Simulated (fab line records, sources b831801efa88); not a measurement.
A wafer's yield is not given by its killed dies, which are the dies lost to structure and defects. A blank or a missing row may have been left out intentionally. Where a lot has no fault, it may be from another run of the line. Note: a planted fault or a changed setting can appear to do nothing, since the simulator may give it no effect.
2 desks looking at one fault | flow gf180mcu | each desk has only its own numbers; what lay behind them comes last

== AT THE METROLOGY DESK ==
Means of the sampled wafers that have a number, per lot and without regard to the tool the lot ran on: this is what the gauges read. The brackets show how far a lot's mean lies from the usual mean; more than 4 standard deviations puts the lot out of limits, marked OUT.
Columns: A = HV_LDD_CVD_56_THK at GF_HV_LDD_THK_MEAS_57, usual 89.9 nm; B = NSD_TW at GF_NSD_TW_MEAS_12, usual 4217; C = SAB_CVD_00_THK at GF_SAB_THK_MEAS_01, usual 50.1 nm
lot  | first seen here | A    | B    | C
L305 | day 12 10:01    | 88.5 | 4262 | 50.0
L306 | day 12 19:44    | 89.7 | 4165 | 50.0
L307 | day 13 00:02    | 89.0 | 4193 | 49.3
L312 | day 14 17:19    | 88.8 | 4205 | 51.3
L313 | day 14 23:10    | 89.9 | 4250 | 50.1
L314 | day 15 14:49    | 89.4 | 4261 | 50.7
L315 | day 15 19:31    | 89.7 | 4206 | 52.4
L316 | day 16 02:35    | 88.5 | 4191 | 52.4
L320 | day 17 11:53    | 89.8 | 4233 | 50.5
L323 | day 18 16:38    | 90.7 | 4263 | 50.4
L324 | day 18 23:20    | 91.0 | 4175 | 50.3
L326 | day 19 17:10    | 90.9 | 4167 | 49.8
L327 | day 19 21:46    | 92.0 | 4190 | 50.4
L328 | day 20 06:05    | 90.8 | 4197 | 50.9
This desk's verdict: no lot among the 14 shows anything out of limits.

== THE TOOL OWNER'S DESK: pecvd-01 ==
The tool's own readings at GF_SAB_CVD_00 (deposits SiO2 from TEOS, target thk 50 nm, time 4.9302 s): means of the sampled wafers that have a number, for each lot that ran on this tool. The brackets show how far a lot's mean lies from the usual mean; more than 4 standard deviations puts the lot out of limits, marked OUT.
Columns: A = heater power outer w at GF_SAB_CVD_00, usual 385 W; B = heater power w at GF_SAB_CVD_00, usual 682 W
lot  | first seen here | A   | B
L305 | day 14 03:34    | 408 | 667
L307 | day 14 18:10    | 342 | 607
L312 | day 16 13:23    | 344 | 574
L314 | day 17 11:38    | 351 | 629
L315 | day 17 17:43    | 303 | 585
L316 | day 18 00:22    | 379 | 690
L324 | day 21 00:28    | 397 | 683
L327 | day 21 22:40    | 368 | 590
This desk's verdict: no lot among the 8 shows anything out of limits.

== BROUGHT TOGETHER ==
At the metrology desk, nothing out of limits was observed.
Nothing out of limits was seen by the tool owner's desk.

== WHAT THE SIMULATOR HAD INSERTED ==
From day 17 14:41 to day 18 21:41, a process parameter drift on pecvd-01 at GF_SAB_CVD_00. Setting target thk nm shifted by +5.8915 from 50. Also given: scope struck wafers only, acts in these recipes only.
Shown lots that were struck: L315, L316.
